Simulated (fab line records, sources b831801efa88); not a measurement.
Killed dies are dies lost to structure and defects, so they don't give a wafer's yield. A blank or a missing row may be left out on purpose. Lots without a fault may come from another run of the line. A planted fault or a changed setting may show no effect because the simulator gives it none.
A struck lot beside a sound one | flow sfq_line | 42 steps out of a route of 325
Sound: wafers L932.1, L932.2, L932.5. Struck: wafers L945.3, L945.4. (L945.1 of the same lot was not struck and is left out.) The cause comes at the end.
At each step with rows: each side's tool, then ch and its chambers, then its first start. Under that, the readings that differ: sound wafers | struck wafers | difference of the means | sigmas: that difference in standard deviations of wafers without a fault.
alike: readings whose means differ by less than 2 such deviations, and words and numbers that are the same on both sides. not compared: withheld readings, readings that some wafer has no value for, bounds like >300 that may hide the same value, and numbers for which the record gives no deviation and whose values overlap.
The two part at a step that has a row with sigmas, a row that says differs or no value, or rows on one side only. Numbers that don't overlap but have no deviation are shown without sigmas and don't part them. A reading that every wafer of one side lacks parts them only if that side has two wafers or more.

first, 6 steps without rows for these wafers: SFQ_TRILAYER_I0_VIA_LITHO_COAT_036 (resist thk 62 nm); SFQ_TRILAYER_I0_VIA_LITHO_COAT_031 (resist thk 650 nm); SFQ_TRILAYER_I0_VIA_LITHO_SOFTBAKE_035; SFQ_TRILAYER_I0_VIA_LITHO_EXPOSE_032 (exposes mask I0, target cd 500 nm); SFQ_TRILAYER_I0_VIA_LITHO_PEB_034 (peb time 60 s); SFQ_TRILAYER_I0_VIA_LITHO_DEVELOP_033 (time 60 s).
SFQ_I0_OVL_MEAS_908:
  sound on overlay-02, day 12 05:56; struck on overlay-02, day 15 18:35
  alike: I0_OVL
then, 5 steps without rows for these wafers: SFQ_TRILAYER_I0_VIA_BARC_OPEN_VIA_ETCH_046 (etches BARC in O2, target depth 125 nm, time 41.7 s); SFQ_TRILAYER_I0_VIA_ETCH_VIA_ETCH_034 (etches SiO2 in CHF3, stops on Nb, target depth 260 nm); SFQ_TRILAYER_I0_VIA_STRIP_STRIP_035 (strips in O2); SFQ_TRILAYER_I0_VIA_STRIP_SOLV_CLEAN_036 (cleans in NMP, time 600 s); SFQ_TRILAYER_M1_DEP_PRE_CLEAN_038 (time 22.5 s).
SFQ_TRILAYER_M1_DEP_SPUTTER_037: material Nb, target thk 200 nm, time 133.3 s.
  sound on pvd_sputter-03, day 12 06:56; struck on pvd_sputter-06, day 15 19:35
  reading                                             | sound                | struck        | difference | sigmas
  cathode_dc_power_W (W)                              | 2000.5 2000.6 1999.9 | 1999.3 2000.0 | -0.7       | -2
  model.Nb_of_TRILAYER_M1_DEP_SPUTTER_037.thk_nm (nm) | 197.6 198.7 198.8    | 191.3 193.7   | -5.9       |
  alike: throttle_valve_pct
SFQ_M1_RS_MEAS_909: measures by four-point-probe.
  sound on film_metro-01, day 12 07:01; struck on film_metro-03, day 15 19:40
  reading           | sound             | struck      | difference | sigmas
  M1_NB_RS (ohm/sq) | 0.900 0.895 0.897 | 0.929 0.917 | +0.026     | +3
then, 6 steps without rows for these wafers: SFQ_TRILAYER_M1_LITHO_COAT_044 (resist thk 62 nm); SFQ_TRILAYER_M1_LITHO_COAT_039 (resist thk 600 nm); SFQ_TRILAYER_M1_LITHO_SOFTBAKE_043; SFQ_TRILAYER_M1_LITHO_EXPOSE_040 (exposes mask M1, target cd 500 nm); SFQ_TRILAYER_M1_LITHO_PEB_042 (peb time 60 s); SFQ_TRILAYER_M1_LITHO_DEVELOP_041 (time 60 s).
-- the record jumps here: 5 days lie between the struck wafers' starts before and after --
SFQ_M1_OVL_MEAS_911:
  sound on overlay-02, day 16 23:23; struck on overlay-02, day 21 02:14
  alike: M1_OVL
then, 1 step without rows for these wafers: SFQ_TRILAYER_M1_BARC_OPEN_METAL_ETCH_054 (etches BARC in O2, target depth 125 nm, time 41.7 s).
SFQ_TRILAYER_M1_ETCH_METAL_ETCH_042: etches Nb in Cl2/Ar, stops on SiO2, target depth 240 nm, time 120 s.
  sound on rie_metal-01 ch 0,1, day 16 23:29; struck on rie_metal-02 ch 0,1, day 21 02:20
  reading                        | sound             | struck      | difference | sigmas
  oes_product_au (a.u.)          | 0.897 0.891 0.902 | 0.879 0.878 | -0.018     | -3
  model.M1.feature_depth_nm (nm) | 197.6 198.7 198.8 | 191.3 193.7 | -5.9       |
  model.etch.depth_nm (nm)       | 197.6 198.7 198.8 | 191.3 193.7 | -5.9       |
  alike: drypump_motor_current_A
  not compared: rf_hours_counter_h
then, 2 steps without rows for these wafers: SFQ_TRILAYER_M1_STRIP_STRIP_043 (strips in O2); SFQ_TRILAYER_M1_STRIP_SOLV_CLEAN_044 (cleans in NMP, time 600 s).
SFQ_TRILAYER_I1_DEP_PECVD_045: deposits SiO2 from SiH4/N2O, time 111.11 s, target thk 500 nm.
  sound on pecvd-04 ch 0,2, day 17 00:23; struck on pecvd-01 ch 0,1, day 21 03:14
  reading                | sound          | struck    | difference | sigmas
  throttle_valve_pct (%) | 28.0 28.0 27.9 | 24.2 22.4 | -4.7       | -3
  alike: heater_power_outer_w, heater_power_w
SFQ_TRILAYER_I1_CMP_CMP_046: polishes SiO2.
  sound on cmp-02 ch 0,3, day 17 12:38; struck on cmp-01 ch 1,2, day 21 13:28
  reading             | sound         | struck  | difference | sigmas
  motor_current_A (A) | 12.5 9.4 12.2 | 9.5 8.8 | -2.2       | -2
  alike: time_to_endpoint_s
SFQ_I1_BOW_MEAS_912:
  sound on film_metro-01, day 17 15:08; struck on film_metro-01, day 21 16:28
  alike: I1_BOW
SFQ_TRILAYER_I1_METRO_MEASURE_047:
  sound on film_metro-01, day 17 15:15; struck on film_metro-01, day 21 16:35
  alike: thk_nm
then, 6 steps without rows for these wafers: SFQ_TRILAYER_I1_VIA_LITHO_COAT_054 (resist thk 62 nm); SFQ_TRILAYER_I1_VIA_LITHO_COAT_049 (resist thk 650 nm); SFQ_TRILAYER_I1_VIA_LITHO_SOFTBAKE_053; SFQ_TRILAYER_I1_VIA_LITHO_EXPOSE_050 (exposes mask I1, target cd 500 nm); SFQ_TRILAYER_I1_VIA_LITHO_PEB_052 (peb time 60 s); SFQ_TRILAYER_I1_VIA_LITHO_DEVELOP_051 (time 60 s).
SFQ_I1_OVL_MEAS_913:
  sound on overlay-01, day 19 05:12; struck on overlay-02, day 22 21:14
  alike: I1_OVL
SFQ_TRILAYER_I1_VIA_BARC_OPEN_VIA_ETCH_071: etches BARC in O2, target depth 125 nm, time 41.7 s.
  sound on rie_diel-04 ch 0,1, day 19 05:14; struck on rie_diel-01 ch 0,2, day 22 21:16
  alike: drypump_motor_current_A, oes_product_au
  not compared: rf_hours_counter_h
then, 1 step without rows for these wafers: SFQ_TRILAYER_I1_VIA_ETCH_VIA_ETCH_052 (etches SiO2 in CHF3, stops on Nb, target depth 260 nm).
SFQ_TRILAYER_I1_VIA_STRIP_STRIP_053: strips in O2.
  sound on rie_metal-01 ch 0,1, day 19 05:23; struck on rie_metal-03 ch 0,1, day 22 21:26
  alike: drypump_motor_current_A, oes_product_au
  not compared: rf_hours_counter_h
then, 2 steps without rows for these wafers: SFQ_TRILAYER_I1_VIA_STRIP_SOLV_CLEAN_054 (cleans in NMP, time 600 s); SFQ_TRILAYER_M2_DEP_PRE_CLEAN_056 (time 22.5 s).
-- the record jumps here: 64 days lie between the struck wafers' starts before and after --
SFQ_M8_BOW_MEAS_951:
  sound on film_metro-04, day 83 23:28; struck on film_metro-04, day 86 20:19
  reading                 | sound                | struck        | difference | sigmas
  model.etest.m1.ohm_um   | 1.81 1.792 1.796     | 1.85 1.832    | +0.04      |
  model.etest.i0.link_ohm | 1.976 1.968 1.976    | 2.007 1.988   | +0.024     |
  model.etest.m1.ohm_sq   | 0.9004 0.8958 0.8952 | 0.9303 0.9189 | +0.0275    |
  model.etest.i1.link_ohm | 1.976 1.966 1.964    | 2.014 2.005   | +0.041     |
  alike: M8_BOW

WHERE THEY PART
First at SFQ_TRILAYER_M1_DEP_SPUTTER_037; last, within this record, at SFQ_TRILAYER_I1_CMP_CMP_046. Later steps at which nothing parts them and some readings are alike: SFQ_I1_BOW_MEAS_912, SFQ_TRILAYER_I1_METRO_MEASURE_047, SFQ_I1_OVL_MEAS_913, SFQ_TRILAYER_I1_VIA_BARC_OPEN_VIA_ETCH_071, SFQ_TRILAYER_I1_VIA_STRIP_STRIP_053, SFQ_M8_BOW_MEAS_951.

WHY: what the simulator had put in
Process parameter drift: pvd_sputter-06, from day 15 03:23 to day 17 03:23, at SFQ_TRILAYER_M1_DEP_SPUTTER_037. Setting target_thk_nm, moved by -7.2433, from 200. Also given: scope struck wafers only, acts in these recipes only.
